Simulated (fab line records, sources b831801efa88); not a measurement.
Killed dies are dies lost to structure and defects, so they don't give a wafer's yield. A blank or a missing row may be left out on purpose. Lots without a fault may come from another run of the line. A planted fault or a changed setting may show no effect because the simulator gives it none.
Which tool did it? | flow sky130 | 13 lots, 39 wafers sampled, at 3 steps of a route of 708

WHAT THE GAUGES READ, wafer by wafer
SKY_VIA4_OVL_MEAS_11. Usual: VIA4_OVL 0.5 nm, standard deviation 1.7.
lot  | measured     | on         | VIA4_OVL (nm)  | flag
L498 | day 42 12:23 | overlay-01 | -0.6 -1.5 -0.8 |
L500 | day 43 05:31 | overlay-01 | 0.5 0.3 -0.7   |
L501 | day 43 18:56 | overlay-02 | 1.2 2.0 0.6    |
L502 | day 44 19:09 | overlay-01 | 1.9 2.3 1.8    |
L503 | day 44 21:09 | overlay-02 | 1.9 -1.2 1.0   |
L506 | day 45 03:11 | overlay-02 | 1.7 0.4 0.5    |
L507 | day 45 09:19 | overlay-01 | -0.3 0.7 2.0   |
L510 | day 46 03:43 | overlay-02 | 2.6 3.0 0.9    |
L511 | day 46 11:59 | overlay-01 | 0.7 -0.4 -1.5  |
L512 | day 46 13:07 | overlay-02 | -0.9 -1.7 -1.4 |
L517 | day 47 19:17 | overlay-02 | -0.4 -1.4 -0.6 |
L518 | day 47 20:38 | overlay-01 | 0.3 -1.1 2.5   |
L520 | day 49 23:02 | overlay-01 | 3.9 4.1 1.7    |

WHICH TOOL RAN EACH LOT (tool, then ch and the chambers of the sampled wafers, then the start)
lot  | SKY_SONOS_ONO_WET_ETCH_16       | SKY_METAL4_SPUTTER_02
L498 | wet_bench-02 ch 1, day 12 08:17 | pvd_sputter-02, day 39 09:36
L500 | wet_bench-03 ch 2, day 13 06:04 | pvd_sputter-04, day 40 04:54
L501 | wet_bench-02 ch 1, day 13 14:40 | pvd_sputter-02, day 40 19:00
L502 | wet_bench-03 ch 0, day 13 21:07 | pvd_sputter-02, day 41 19:43
L503 | wet_bench-03 ch 2, day 14 06:41 | pvd_sputter-02, day 41 22:14
L506 | wet_bench-04 ch 1, day 15 07:22 | pvd_sputter-01, day 42 04:00
L507 | wet_bench-02 ch 1, day 15 14:11 | pvd_sputter-01, day 42 11:35
L510 | wet_bench-04 ch 2, day 16 13:59 | pvd_sputter-01, day 43 07:42
L511 | wet_bench-03 ch 1, day 17 04:16 | pvd_sputter-01, day 43 17:59
L512 | wet_bench-02 ch 1, day 17 04:29 | pvd_sputter-04, day 43 19:27
L517 | wet_bench-02 ch 0, day 19 04:47 | pvd_sputter-04, day 45 04:05
L518 | wet_bench-02 ch 3, day 19 16:17 | pvd_sputter-02, day 45 09:43
L520 | wet_bench-04 ch 3, day 21 11:53 | pvd_sputter-01, day 47 14:11
- SKY_SONOS_ONO_WET_ETCH_16: etches SiO2 in dHF, target depth 14 nm, time 292.8 s.
- SKY_METAL4_SPUTTER_02: material AlCu, target thk 735 nm, time 39.1 s.

WHAT THE TOOLS THEMSELVES READ (means of the sampled wafers that have a number; where no wafer has one, the mark that the record gives instead)
SKY_METAL4_SPUTTER_02. Usual: throttle_valve_pct 30.1 %, standard deviation 0.96.
lot  | tool           | throttle_valve_pct (%) | flag
L498 | pvd_sputter-02 | 29.4                   |
L500 | pvd_sputter-04 | 30.6                   |
L501 | pvd_sputter-02 | 30.2                   |
L502 | pvd_sputter-02 | 29.8                   |
L503 | pvd_sputter-02 | 30.0                   |
L506 | pvd_sputter-01 | 30.3                   |
L507 | pvd_sputter-01 | 30.0                   |
L510 | pvd_sputter-01 | 30.2                   |
L511 | pvd_sputter-01 | 29.6                   |
L512 | pvd_sputter-04 | 30.4                   |
L517 | pvd_sputter-04 | 29.8                   |
L518 | pvd_sputter-02 | 30.2                   |
L520 | pvd_sputter-01 | 29.9                   |

THE ANSWER, worked out from the rows above alone
Rule: a lot is off if the mean of its wafers that have a number lies more than 3 standard deviations from the usual mean. A lot without any number at a reading at which 4 lots or more have one is off too. The other lots that the step has rows for count as sound. The gauges are gone through in route order, then the tools' own readings, and for those a lot's mean is taken as printed above. The first step at which some lot is off is used, and at that step the reading that is off furthest; a lot without a number counts as furthest.
No lot is off at any reading shown: from this, nothing can be told.

WHAT THE SIMULATOR HAD PUT IN
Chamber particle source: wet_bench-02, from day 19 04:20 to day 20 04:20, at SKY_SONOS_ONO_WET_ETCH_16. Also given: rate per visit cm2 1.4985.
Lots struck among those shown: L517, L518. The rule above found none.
